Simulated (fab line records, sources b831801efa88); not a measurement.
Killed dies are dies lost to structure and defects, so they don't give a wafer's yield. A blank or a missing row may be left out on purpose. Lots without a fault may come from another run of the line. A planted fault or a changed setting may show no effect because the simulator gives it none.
fab line records | flow sky130
record lots=7 wafers=21 last_day=50
route steps=708 shown VT_ADJUST_LVTN@109 VT_ADJUST_NCORE@119 VT_ADJUST_HVTR@131 VT_ADJUST_PCH@143 SONOS_TUNNEL@166
lots that met no fault: from a run of the same line without faults
start_h: hours from the record's first day to the start of the lot's first wafer shown | wait_h: hours since the lot's step before | " the same as in the row above | L1.1+2: a row that stands for several wafers | - no value, or no start given | * or withheld: withheld | < > ~ a bound
route shown NAME@n: a module of which the file shows steps, and the number in the route of the first | usual: mean/standard deviation of fault-free wafers | same: alike in all rows | chamber/n: place in a boat | sites: the reading at each site | _std_site: their standard deviation | _edge_site: outer sites' mean less inner sites' | radius_mm: how far each site lies from the wafer's centre | mask NAME#n: copy n | behind: the tool/chamber that last shaped the wafer | hold: why the lot was held/for how many hours/how that ended | device: the transistor (n, p or np) that didn't switch | end of line: the same wafers' tests at the end of the route | a step without rows: its recipe alone | killed: dies lost to structure and defects at the first sort, not the wafer's yield | map: a wafer's dies, x killed, . not, _ none there
set.NAME: the setting as run; set.NAME@STEP: as run at that earlier step | model.NAME: the simulator's own value behind a step, which no gauge read
lots at some steps of the route; a table a step, a row a wafer
services: from which hour (start_h, from the record's first day; less than 0 if before it) a tool's chamber was out of use, for how many hours, and why
## steps
# step SKY_VT_ADJUST_LVTN_HMDS_12
# recipe prime_time_s=60 prime_temp_c=120
# step SKY_VT_ADJUST_LVTN_COAT_13
# recipe resist=NOVOLAK spin_rpm=3000 resist_thk_nm=1140
# step SKY_VT_ADJUST_LVTN_SOFTBAKE_14
# recipe temp_c=90 time_s=60 resist=NOVOLAK
# step SKY_VT_ADJUST_LVTN_EXPOSE_15
# recipe mask_id=HVN_STD_DERIVED na=0.6 source_shape=conventional sigma_outer=0.6 polarization=unpolarized target_cd_nm=600 dose_mj=163
# step SKY_VT_ADJUST_LVTN_PEB_16
# recipe temp_c=withheld time_s=* resist=NOVOLAK
# step SKY_VT_ADJUST_LVTN_DEVELOP_17
# recipe resist=NOVOLAK developer=TMAH develop_time_s=60 dev_temp_c=23
# step SKY_VT_ADJUST_LVTN_OVL_MEAS_18
# usual VT_ADJUST_LVTN_01_OVL=-0.5/1.2
# columns lot.wafer tool chamber start_h wait_h VT_ADJUST_LVTN_01_OVL[nm]
L452.1 overlay-01 - 204.71 0.1 0.5
L452.2 " - " " 1.5
L452.6 " - " " 2.1
L453.1 overlay-02 - 215.61 0.1 0.3
L453.2 " - " " 0.2
L453.4 " - " " 0.4
L454.2 overlay-02 - 226.31 0.1 -0.9
L454.3 " - " " -0.8
L454.6 " - " " -0.6
L456.3 overlay-01 - 235.52 0.1 0.0
L456.4 " - " " -1.2
L456.6 " - " " 0.4
L464.1 overlay-01 - 281.42 0.1 -3.1
L464.4 " - " " -3.3
L464.6 " - " " -2.5
L465.3 overlay-01 - 290.37 0.1 -1.4
L465.5 " - " " -2.7
L465.6 " - " " -0.8
L467.1 overlay-01 - 302.51 0.1 -0.9
L467.2 " - " " -0.7
L467.6 " - " " -0.4
# step SKY_VT_ADJUST_LVTN_IMPLANT_19
# recipe species=B energy_kev=30 dose_cm2=6.5e+11 tilt_deg=withheld
# step SKY_VT_ADJUST_LVTN_STRIP_20
# recipe chemistry=O2/N2 power_w=1400 pressure_mtorr=1500 platen_temp_c=withheld o2_flow_sccm=3000 n2_flow_sccm=300 overash_fraction=0.5
# usual drypump_motor_current_A=5.7/0.45 o2_flow_sccm=3000/8.1 oes_product_au=0.716/0.0047 strip_time_to_endpoint_s=14.18/0.045
# columns lot.wafer tool chamber start_h wait_h drypump_motor_current_A o2_flow_sccm oes_product_au rf_hours_counter_h strip_time_to_endpoint_s
L452.1 plasma_asher-01 1 204.89 0.1 5.1 3003 0.723 8 14.22
L452.2 " 0 " " 6.1 2990 0.718 8 14.22
L452.6 " 0 " " 6.2 3004 0.718 - 14.26
L453.1 plasma_asher-01 1 215.79 0.1 5.1 2998 0.719 10 14.21
L453.2 " 0 " " 6.2 3011 0.719 10 14.24
L453.4 " 0 " " 6.2 3010 0.711 - 14.21
L454.2 plasma_asher-01 1 226.49 0.1 5.1 2996 0.712 10 14.19
L454.3 " 1 " " 5.1 3001 0.718 - 14.19
L454.6 " 0 " " 6.2 2995 0.723 - 14.18
L456.3 plasma_asher-01 0 235.73 0.1 6.2 2999 0.713 - 14.12
L456.4 " 1 " " 5.1 3018 0.716 - 14.14
L456.6 " 1 " " 5.1 3001 0.717 - 14.11
L464.1 plasma_asher-02 0 281.61 0.1 5.5 3001 0.716 45 14.18
L464.4 " 0 " " 5.6 2998 0.707 - 14.23
L464.6 " 1 " " 6.2 3002 0.706 - 14.18
L465.3 plasma_asher-02 0 290.58 0.1 5.5 2985 0.722 - 14.22
L465.5 " 1 " " 6.2 2985 0.718 - 14.25
L465.6 " 0 " " 5.5 3000 0.712 - 14.20
L467.1 plasma_asher-03 0 302.70 0.1 5.4 2999 0.712 61 14.15
L467.2 " 1 " " 6.1 2992 0.724 61 14.14
L467.6 " 0 " " 5.4 3013 0.722 - 14.13
# step SKY_VT_ADJUST_LVTN_TW_MEAS_21
# usual VT_ADJUST_LVTN_2_TW=189.6/1.8
# columns lot.wafer tool chamber start_h wait_h VT_ADJUST_LVTN_2_TW
L452.1 film_metro-03 - 204.99 0.1 190.2
L452.2 " - " " 191.1
L452.6 " - " " 190.3
L453.1 film_metro-04 - 215.89 0.1 188.5
L453.2 " - " " 188.2
L453.4 " - " " 188.3
L454.2 film_metro-03 - 226.60 0.1 192.1
L454.3 " - " " 191.6
L454.6 " - " " 189.5
L456.3 film_metro-04 - 235.82 0.1 190.7
L456.4 " - " " 189.4
L456.6 " - " " 188.6
L464.1 film_metro-01 - 281.71 0.1 187.6
L464.4 " - " " 185.9
L464.6 " - " " 187.7
L465.3 film_metro-03 - 290.67 0.1 191.5
L465.5 " - " " 191.6
L465.6 " - " " 192.3
L467.1 film_metro-03 - 302.80 0.1 191.2
L467.2 " - " " 190.8
L467.6 " - " " 191.4
# step SKY_VT_ADJUST_NCORE_DEHYDRATE_00
# recipe temp_c=200 time_s=60
# step SKY_VT_ADJUST_NCORE_HMDS_01
# recipe prime_time_s=60 prime_temp_c=120
# step SKY_VT_ADJUST_NCORE_COAT_02
# recipe resist=NOVOLAK spin_rpm=3000 resist_thk_nm=1140
# usual chill_plate_temp_C=22.99/0.11 dispense_pressure_kPa=51.7/1.4
# columns lot.wafer tool chamber start_h wait_h chill_plate_temp_C dispense_pressure_kPa
L452.1 litho_track-04 0 215.91 0.1 23.03 51.8
L452.2 " 0 " " 23.09 51.8
L452.6 " 0 " " 22.79 51.8
L453.1 litho_track-01 - 227.26 0.1 - -
L453.2 " - " " - -
L453.4 " - " " - -
L454.2 litho_track-04 - 238.18 0.1 - -
L454.3 " - " " - -
L454.6 " - " " - -
L456.3 litho_track-02 - 246.94 0.1 - -
L456.4 " - " " - -
L456.6 " - " " - -
L464.1 litho_track-01 0 293.96 0.1 23.00 53.9
L464.4 " 0 " " 23.04 53.9
L464.6 " 0 " " 23.01 53.9
L465.3 litho_track-02 0 303.24 0.1 23.03 50.4
L465.5 " 0 " " 22.83 50.4
L465.6 " 0 " " 22.94 50.4
L467.1 litho_track-01 0 315.76 0.1 23.11 53.9
L467.2 " 0 " " 23.19 53.9
L467.6 " 0 " " 22.99 53.9
# step SKY_VT_ADJUST_NCORE_SOFTBAKE_03
# recipe temp_c=90 time_s=60 resist=NOVOLAK
# step SKY_VT_ADJUST_NCORE_EXPOSE_04
# recipe mask_id=LVTN_COMPLEMENT_THIN na=0.6 source_shape=conventional sigma_outer=0.6 polarization=unpolarized target_cd_nm=380 dose_mj=139
# step SKY_VT_ADJUST_NCORE_PEB_05
# recipe temp_c=withheld time_s=* resist=NOVOLAK
# step SKY_VT_ADJUST_NCORE_DEVELOP_06
# recipe resist=NOVOLAK developer=TMAH develop_time_s=60 dev_temp_c=23
# step SKY_VT_ADJUST_NCORE_CD_MEAS_07
# recipe target_cd_nm=380
# usual cd_nm=379.8/2.4
# columns lot.wafer tool chamber start_h wait_h cd_nm
L452.1 cd_sem-02 - 227.61 0.1 383.6
L452.2 " - " " 381.5
L452.6 " - " " 383.1
L453.1 cd_sem-02 - 239.34 0.1 -
L453.2 " - " " -
L453.4 " - " " -
L454.2 cd_sem-01 - 249.08 0.1 -
L454.3 " - " " -
L454.6 " - " " -
L456.3 cd_sem-02 - 258.35 0.1 -
L456.4 " - " " -
L456.6 " - " " -
L464.1 cd_sem-01 - 306.76 0.1 380.3
L464.4 " - " " 380.3
L464.6 " - " " 378.4
L465.3 cd_sem-01 - 316.60 0.1 378.7
L465.5 " - " " 380.1
L465.6 " - " " 376.9
L467.1 cd_sem-02 - 328.51 0.1 379.0
L467.2 " - " " 380.2
L467.6 " - " " 379.4
# step SKY_VT_ADJUST_NCORE_OVL_MEAS_08
# usual VT_ADJUST_NCORE_OVL=1.0/1.4
# columns lot.wafer tool chamber start_h wait_h VT_ADJUST_NCORE_OVL[nm]
L452.1 overlay-02 - 227.73 0.1 1.8
L452.2 " - " " 2.2
L452.6 " - " " 2.5
L453.1 overlay-01 - 239.46 0.1 -
L453.2 " - " " -
L453.4 " - " " -
L454.2 overlay-01 - 249.19 0.1 -
L454.3 " - " " -
L454.6 " - " " -
L456.3 overlay-01 - 258.44 0.1 -
L456.4 " - " " -
L456.6 " - " " -
L464.1 overlay-01 - 306.88 0.1 2.1
L464.4 " - " " 1.6
L464.6 " - " " 1.6
L465.3 overlay-01 - 316.69 0.1 2.9
L465.5 " - " " 1.6
L465.6 " - " " 2.2
L467.1 overlay-02 - 328.63 0.1 0.9
L467.2 " - " " 0.9
L467.6 " - " " 0.6
# step SKY_VT_ADJUST_NCORE_IMPLANT_09
# recipe species=B energy_kev=10 dose_cm2=2.4e+12 tilt_deg=withheld
# step SKY_VT_ADJUST_NCORE_STRIP_10
# recipe chemistry=O2/N2 power_w=1400 pressure_mtorr=1500 platen_temp_c=withheld o2_flow_sccm=3000 n2_flow_sccm=300 overash_fraction=0.5
# usual drypump_motor_current_A=5.8/0.43 o2_flow_sccm=3001/9.4 oes_product_au=0.716/0.0042 strip_time_to_endpoint_s=14.19/0.031
# columns lot.wafer tool chamber start_h wait_h drypump_motor_current_A o2_flow_sccm oes_product_au rf_hours_counter_h strip_time_to_endpoint_s
L452.1 plasma_asher-03 1 227.91 0.1 6.1 2996 0.722 54 14.18
L452.2 " 0 " " 5.4 2995 0.714 54 14.18
L452.6 " 1 " " 6.2 3019 0.711 - 14.19
L453.1 plasma_asher-04 1 239.64 0.1 6.1 3014 - 55 -
L453.2 " 0 " " 6.0 3004 - 55 -
L453.4 " 0 " " 6.0 3000 - - -
L454.2 plasma_asher-01 0 249.37 0.1 6.2 3004 - 13 -
L454.3 " 0 " " 6.2 3001 - - -
L454.6 " 1 " " 5.1 2990 - - -
L456.3 plasma_asher-01 1 258.65 0.1 5.1 3004 - - -
L456.4 " 0 " " 6.2 3003 - - -
L456.6 " 0 " " 6.2 2983 - - -
L464.1 plasma_asher-04 1 307.06 0.1 6.2 2996 0.721 62 14.23
L464.4 " 0 " " 6.0 3014 0.716 - 14.24
L464.6 " 1 " " 6.2 2984 0.718 - 14.19
L465.3 plasma_asher-04 0 316.90 0.1 6.0 3012 0.704 - 14.21
L465.5 " 0 " " 6.0 3008 0.717 - 14.18
L465.6 " 1 " " 6.2 2993 0.713 - 14.18
L467.1 plasma_asher-01 1 328.81 0.1 5.1 2999 0.713 20 14.22
L467.2 " 0 " " 6.2 2983 0.712 20 14.22
L467.6 " 0 " " 6.2 2985 0.710 - 14.18
# step SKY_VT_ADJUST_NCORE_TW_MEAS_11
# usual VT_ADJUST_NCORE_TW=220.9/1.5
# columns lot.wafer tool chamber start_h wait_h VT_ADJUST_NCORE_TW
L452.1 film_metro-04 - 228.01 0.1 220.4
L452.2 " - " " 220.5
L452.6 " - " " 221.1
L453.1 film_metro-04 - 239.74 0.1 220.6
L453.2 " - " " 220.1
L453.4 " - " " 219.9
L454.2 film_metro-02 - 249.48 0.1 218.3
L454.3 " - " " 218.5
L454.6 " - " " 219.6
L456.3 film_metro-04 - 258.74 0.1 221.4
L456.4 " - " " 220.5
L456.6 " - " " 221.2
L464.1 film_metro-04 - 307.16 0.1 220.8
L464.4 " - " " 219.6
L464.6 " - " " 220.6
L465.3 film_metro-03 - 316.98 0.1 221.9
L465.5 " - " " 222.1
L465.6 " - " " 223.2
L467.1 film_metro-02 - 328.91 0.1 220.5
L467.2 " - " " 220.8
L467.6 " - " " 219.3
# step SKY_VT_ADJUST_HVTR_DEHYDRATE_00
# recipe temp_c=200 time_s=60
# step SKY_VT_ADJUST_HVTR_HMDS_01
# recipe prime_time_s=60 prime_temp_c=120
# step SKY_VT_ADJUST_HVTR_COAT_02
# recipe resist=NOVOLAK spin_rpm=3000 resist_thk_nm=1140
# step SKY_VT_ADJUST_HVTR_SOFTBAKE_03
# recipe temp_c=90 time_s=60 resist=NOVOLAK
# step SKY_VT_ADJUST_HVTR_EXPOSE_04
# recipe mask_id=HVTRM target_cd_nm=380 na=0.6 source_shape=conventional sigma_outer=0.6 dose_mj=150
# step SKY_VT_ADJUST_HVTR_PEB_05
# recipe temp_c=withheld time_s=* resist=NOVOLAK
# step SKY_VT_ADJUST_HVTR_DEVELOP_06
# recipe develop_time_s=60 dev_temp_c=23
# step SKY_VT_ADJUST_HVTR_CD_MEAS_07
# recipe target_cd_nm=380
# usual cd_nm=379.7/2.5
# columns lot.wafer tool chamber start_h wait_h cd_nm
L452.1 cd_sem-02 - 250.89 0.1 380.0
L452.2 " - " " 380.9
L452.6 " - " " 378.8
L453.1 cd_sem-02 - 262.49 0.1 377.2
L453.2 " - " " 376.3
L453.4 " - " " 377.4
L454.2 cd_sem-02 - 273.29 0.1 379.9
L454.3 " - " " 382.2
L454.6 " - " " 381.2
L456.3 cd_sem-02 - 282.66 0.1 377.1
L456.4 " - " " 377.5
L456.6 " - " " 378.1
L464.1 cd_sem-02 - 332.57 0.1 377.5
L464.4 " - " " 374.7
L464.6 " - " " 376.5
L465.3 cd_sem-02 - 342.75 0.1 376.9
L465.5 " - " " 376.8
L465.6 " - " " 376.0
L467.1 cd_sem-01 - 355.91 0.1 380.5
L467.2 " - " " 382.9
L467.6 " - " " 384.1
# step SKY_VT_ADJUST_HVTR_OVL_MEAS_08
# usual VT_ADJUST_HVTR_OVL=0.0/1.3
# columns lot.wafer tool chamber start_h wait_h VT_ADJUST_HVTR_OVL[nm]
L452.1 overlay-02 - 251.01 0.1 -0.8
L452.2 " - " " -0.5
L452.6 " - " " -0.2
L453.1 overlay-02 - 262.61 0.1 0.6
L453.2 " - " " 0.3
L453.4 " - " " -0.2
L454.2 overlay-02 - 273.40 0.1 1.3
L454.3 " - " " 1.9
L454.6 " - " " 2.7
L456.3 overlay-01 - 282.75 0.1 -2.4
L456.4 " - " " -1.4
L456.6 " - " " -1.1
L464.1 overlay-02 - 332.69 0.1 0.7
L464.4 " - " " 0.7
L464.6 " - " " 0.3
L465.3 overlay-02 - 342.84 0.1 0.7
L465.5 " - " " 2.6
L465.6 " - " " 1.3
L467.1 overlay-02 - 356.03 0.1 -0.6
L467.2 " - " " 0.8
L467.6 " - " " -1.1
# step SKY_VT_ADJUST_HVTR_IMPLANT_09
# recipe species=B energy_kev=10 dose_cm2=2.1e+12 tilt_deg=withheld
# step SKY_VT_ADJUST_HVTR_STRIP_10
# recipe chemistry=O2/N2 power_w=1400 pressure_mtorr=1500 platen_temp_c=withheld o2_flow_sccm=3000 n2_flow_sccm=300 overash_fraction=0.5
# usual drypump_motor_current_A=5.9/0.37 o2_flow_sccm=3000/8.5 oes_product_au=0.716/0.0048 strip_time_to_endpoint_s=14.17/0.046
# columns lot.wafer tool chamber start_h wait_h drypump_motor_current_A o2_flow_sccm oes_product_au rf_hours_counter_h strip_time_to_endpoint_s
L452.1 plasma_asher-04 0 251.19 0.1 6.0 2981 0.718 57 14.18
L452.2 " 1 " " 6.1 3001 0.713 57 14.15
L452.6 " 1 " " 6.1 2978 0.718 - 14.12
L453.1 plasma_asher-02 1 262.79 0.1 6.2 3000 0.711 43 14.20
L453.2 " 0 " " 5.5 2984 0.716 43 14.18
L453.4 " 0 " " 5.6 2992 0.719 - 14.16
L454.2 plasma_asher-02 1 273.58 0.1 6.2 3003 0.718 44 14.08
L454.3 " 1 " " 6.2 3002 0.718 - 14.17
L454.6 " 1 " " 6.2 3004 0.712 - 14.14
L456.3 plasma_asher-01 0 282.96 0.1 6.2 2998 0.708 - 14.17
L456.4 " 1 " " 5.1 2996 0.713 - 14.24
L456.6 " 0 " " 6.2 2997 0.712 - 14.24
L464.1 plasma_asher-04 1 332.88 0.1 6.2 3018 0.718 65 14.19
L464.4 " 0 " " 6.0 2999 0.718 - 14.21
L464.6 " 0 " " 6.0 2995 0.708 - 14.18
L465.3 plasma_asher-02 1 343.05 0.1 6.3 3010 0.708 - 14.19
L465.5 " 1 " " 6.3 3011 0.717 - 14.21
L465.6 " 0 " " 5.5 3002 0.713 - 14.15
L467.1 plasma_asher-02 1 356.22 0.1 6.2 2997 0.716 52 14.20
L467.2 " 0 " " 5.5 2999 0.719 52 14.22
L467.6 " 0 " " 5.6 2997 0.724 - 14.16
# step SKY_VT_ADJUST_HVTR_TW_MEAS_11
# usual VT_ADJUST_HVTR_TW=211.3/3
# columns lot.wafer tool chamber start_h wait_h VT_ADJUST_HVTR_TW
L452.1 film_metro-02 - 251.29 0.1 210.8
L452.2 " - " " 210.1
L452.6 " - " " 210.1
L453.1 film_metro-02 - 262.89 0.1 263.0
L453.2 " - " " 262.8
L453.4 " - " " 261.5
L454.2 film_metro-02 - 273.69 0.1 261.8
L454.3 " - " " 263.0
L454.6 " - " " 264.0
L456.3 film_metro-03 - 283.05 0.1 266.5
L456.4 " - " " 266.6
L456.6 " - " " 267.6
L464.1 film_metro-03 - 332.98 0.1 215.2
L464.4 " - " " 214.1
L464.6 " - " " 214.7
L465.3 film_metro-02 - 343.14 0.1 212.7
L465.5 " - " " 211.8
L465.6 " - " " 212.4
L467.1 film_metro-01 - 356.32 0.1 207.2
L467.2 " - " " 207.2
L467.6 " - " " 206.1
# step SKY_VT_ADJUST_PCH_DEHYDRATE_00
# recipe temp_c=200 time_s=60
# step SKY_VT_ADJUST_PCH_HMDS_01
# recipe prime_time_s=60 prime_temp_c=120
# step SKY_VT_ADJUST_PCH_COAT_02
# recipe spin_rpm=2000 resist_thk_nm=3000
# step SKY_VT_ADJUST_PCH_SOFTBAKE_03
# recipe temp_c=110 time_s=withheld
# step SKY_VT_ADJUST_PCH_EXPOSE_04
# recipe mask_id=NWM na=0.6 source_shape=conventional sigma_outer=0.6 polarization=unpolarized target_cd_nm=840 dose_mj=255
# step SKY_VT_ADJUST_PCH_PEB_05
# recipe temp_c=115 time_s=withheld
# step SKY_VT_ADJUST_PCH_DEVELOP_06
# recipe wall_angle_deg=90 developer=TMAH develop_time_s=60 dev_temp_c=23
# step SKY_VT_ADJUST_PCH_OVL_MEAS_07
# usual VT_ADJUST_PCH_OVL=0.9/1.4
# columns lot.wafer tool chamber start_h wait_h VT_ADJUST_PCH_OVL[nm]
L452.1 overlay-02 - 274.99 - 0.1
L452.2 " - " " 1.4
L452.6 " - " " 0.2
L453.1 overlay-02 - 287.57 - 1.1
L453.2 " - " " 1.5
L453.4 " - " " 1.0
L454.2 overlay-01 - 298.56 - 1.3
L454.3 " - " " 0.4
L454.6 " - " " 0.3
L456.3 overlay-02 - 308.53 - 2.4
L456.4 " - " " 1.5
L456.6 " - " " 3.3
L464.1 overlay-01 - 360.36 - 0.6
L464.4 " - " " -0.9
L464.6 " - " " 0.1
L465.3 overlay-01 - 371.00 - 1.0
L465.5 " - " " 2.3
L465.6 " - " " 2.1
L467.1 overlay-02 - 384.62 - -0.8
L467.2 " - " " 0.2
L467.6 " - " " -1.4
# step SKY_VT_ADJUST_PCH_TW_MEAS_10
# usual VT_ADJUST_PCH_TW=142.4/1.3
# columns lot.wafer tool chamber start_h wait_h VT_ADJUST_PCH_TW
L452.1 film_metro-01 - 275.27 0.1 141.0
L452.2 " - " " 141.0
L452.6 " - " " 141.4
L453.1 film_metro-01 - 287.86 0.1 229.4
L453.2 " - " " 228.6
L453.4 " - " " 229.7
L454.2 film_metro-04 - 298.85 0.1 232.2
L454.3 " - " " 234.7
L454.6 " - " " 232.2
L456.3 film_metro-04 - 308.83 0.1 232.2
L456.4 " - " " 232.9
L456.6 " - " " 232.1
L464.1 film_metro-04 - 360.64 0.1 143.9
L464.4 " - " " 144.1
L464.6 " - " " 144.2
L465.3 film_metro-02 - 371.29 0.1 142.4
L465.5 " - " " 142.5
L465.6 " - " " 142.8
L467.1 film_metro-02 - 384.90 0.1 142.9
L467.2 " - " " 143.3
L467.6 " - " " 143.7
# step SKY_SONOS_TUNNEL_TW_MEAS_12
# usual SONOS_TUNNEL_TW=198.4/2.2
# columns lot.wafer tool chamber start_h wait_h SONOS_TUNNEL_TW
L452.1 film_metro-03 - 300.96 0.0 201.8
L452.2 " - " " 201.2
L452.6 " - " " 200.6
L453.1 film_metro-01 - 314.02 0.0 252.9
L453.2 " - " " 253.7
L453.4 " - " " 252.9
L454.2 film_metro-04 - 325.85 0.0 256.8
L454.3 " - " " 255.6
L454.6 " - " " 255.8
L456.3 film_metro-04 - 336.09 0.0 255.5
L456.4 " - " " 254.9
L456.6 " - " " 256.1
L464.1 film_metro-01 - 389.54 0.0 194.5
L464.4 " - " " 195.4
L464.6 " - " " 195.9
L465.3 film_metro-01 - 400.05 0.0 195.2
L465.5 " - " " 194.8
L465.6 " - " " 194.3
L467.1 film_metro-04 - 414.49 0.1 197.6
L467.2 " - " " 197.4
L467.6 " - " " 196.9
## services
# columns tool chamber start_h hours kind
plasma_asher-03 - 293.36 4.1 repair
plasma_asher-04 - 337.57 2.8 pm
## key
first_sign step=SKY_VT_ADJUST_NCORE_COAT_02 reading=tool_record direction=missing
effect step=SKY_VT_ADJUST_NCORE_CD_MEAS_07 reading=cd_nm direction=missing
effect step=SKY_VT_ADJUST_NCORE_OVL_MEAS_08 reading=VT_ADJUST_NCORE_OVL direction=missing
effect step=SKY_VT_ADJUST_HVTR_TW_MEAS_11 reading=VT_ADJUST_HVTR_TW direction=up sigmas=18 usual=211.3 struck=264.1
effect step=SKY_VT_ADJUST_PCH_TW_MEAS_10 reading=VT_ADJUST_PCH_TW direction=up sigmas=68 usual=142.4 struck=231.6
effect step=SKY_SONOS_TUNNEL_TW_MEAS_12 reading=SONOS_TUNNEL_TW direction=up sigmas=26 usual=198.4 struck=254.9
met_at SKY_VT_ADJUST_NCORE_COAT_02
struck_wafers L453.1,L453.2,L453.4,L454.2,L454.3,L454.6,L456.3,L456.4,L456.6
sort_left_out L453.1,L453.2,L453.4,L454.2,L454.3,L454.6,L456.3,L456.4,L456.6
tester_left_out L453,L454,L456
onset_between 215.91 227.26
fault kind=skipped_step_whole tool=litho_track-01,litho_track-02,litho_track-04 chamber=- onset_h=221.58 steps=SKY_VT_ADJUST_NCORE_COAT_02 scope=struck_lots_only
# tester_left_out: of these lots the tester's yield and bins aren't shown, on N5 and GAA mostly nor the transistor test; their killed dies are dies lost to structure and defects alone, not to doping, threshold or leakage, so they don't give the yield
# sort_left_out: the simulated sort isn't trusted on such a fault, so these wafers' sort isn't shown, and their yield isn't known
